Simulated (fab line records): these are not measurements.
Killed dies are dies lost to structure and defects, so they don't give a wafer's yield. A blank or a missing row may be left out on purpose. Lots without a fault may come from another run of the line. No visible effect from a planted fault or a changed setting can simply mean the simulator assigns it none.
Comparing a struck lot with a sound one :: flow sky130 :: 15 out of 708 route steps
Sound: wafers L781.3, L781.4, L781.5. Wafers struck: L794.2, L794.3, L794.5. At the end, the cause is stated.
Order at every step that has rows: each side's tool, ch and its chambers, its first start. Under that, the readings that differ: sound wafers :: struck wafers :: difference of the means :: sigmas: that difference in standard deviations of wafers without a fault.
alike: a reading whose means differ by less than 2 such deviations, as well as words and numbers matching on both sides. not compared: withheld readings; readings where some wafer has no value; bounds like >300 that might hide an equal value; numbers whose values overlap and for which the record gives no deviation.
The two part at a step that has a row with sigmas, a row that says differs or no value, or rows on one side only. Non-overlapping numbers with no deviation appear without sigmas and do not part them. Lack of a reading on every wafer of one side parts them only where that side has two or more wafers.

SKY_FIELD_ISO_ETCH_17: etches Si in HBr/Cl2/O2, target depth 342 nm, time 97.7 s.
  sound on rie si-02 ch 2,3, day 2 16:57; struck on rie si-02 ch 0,3, day 5 12:53
  alike: HBr_flow_sccm, O2_flow_sccm, chamber pressure mTorr, drypump motor current A, oes product au, throttle valve pct
  not compared: rf hours counter h
then, 5 steps without rows for these wafers: SKY_FIELD_ISO_WET_ETCH_18 (etches Si3N4 in H3PO4, target depth 25 nm, time 286 s); SKY_FIELD_ISO_CLEAN_19 (cleans in SC1/SC2, time 150 s); SKY_FIELD_ISO_CLEAN_20 (cleans in dHF, time 20 s); SKY_FIELD_ISO_WET_ETCH_21 (etches SiO2 in dHF, target depth 20 nm, time 400 s); SKY_FIELD_ISO_OXIDATION_22 (stabilise 600 s, purge 300 s, target thk 10 nm).
SKY_FIELD_ISO_THK_MEAS_23:
  struck on film metro-01, day 5 15:35; sound on film metro-04, day 2 19:52
  alike: FIELD_ISO_OXIDATION_01_THK
then, 1 step without rows for these wafers: SKY_FIELD_ISO_CVD_24 (deposits SiO2, target thk 595 nm, time 99.2 s).
SKY_FIELD_ISO_THK_MEAS_25:
  struck on film metro-01, day 5 15:43; sound on film metro-02, day 2 20:00
  alike: FIELD_ISO_CVD_24_THK
then, 1 step without rows for these wafers: SKY_FIELD_ISO_ANNEAL_26 (time 1800 s).
SKY_FIELD_ISO_CMP_27: polishes, stops on Si3N4, t overpolish 17.05 s, target thk 457.8 nm.
  sound on cmp-01 ch 0,2,3, day 2 21:35; struck on cmp-02 ch 1,3, day 5 17:30
  alike: edge zone pressure frac, motor current A, overpolish run s, time to endpoint s
then, 1 step without rows for these wafers: SKY_FIELD_ISO_WET_ETCH_28 (etches SiO2 in dHF, target depth 23.7 nm, time 47 s).
SKY_FIELD_ISO_WET_ETCH_29: etches Si3N4 in H3PO4, target depth 160 nm, time 1825 s.
  sound on wet bench-02 ch 0, day 2 21:52; struck on wet bench-03 ch 1, day 5 17:46
  no value came back on the struck wafers for bath guard temp C (C), bath heat duty pct (%); on the sound wafers bath guard temp C (C) reads 159.8 159.7 160.0
reading: model.Si3N4_of_FIELD_ISO_CVD_03.thk nm (nm)
sound: 0 0 0
struck: 120.2 118.1 119.4
difference: +119.2
sigmas: 
then, 1 step without rows for these wafers: SKY_FIELD_ISO_WET_ETCH_30 (etches SiO2 in dHF, target depth 25 nm, time 50 s).
-- the record jumps here: 44 days lie between the struck wafers' starts before and after (it left off in module FIELD_ISO and takes up again in module PAD_OPEN, whose first step shown is number 708 of the route) --
SKY_PAD_OPEN_PROBE_99:
  rows exist in the record for the struck wafers here (prober-01, day 49 19:30), but not for the sound ones

## WHERE THEY PART
At SKY_FIELD_ISO_WET_ETCH_29 first; at SKY_PAD_OPEN_PROBE_99 last (within this record only).

WHY: what had been put in by the simulator
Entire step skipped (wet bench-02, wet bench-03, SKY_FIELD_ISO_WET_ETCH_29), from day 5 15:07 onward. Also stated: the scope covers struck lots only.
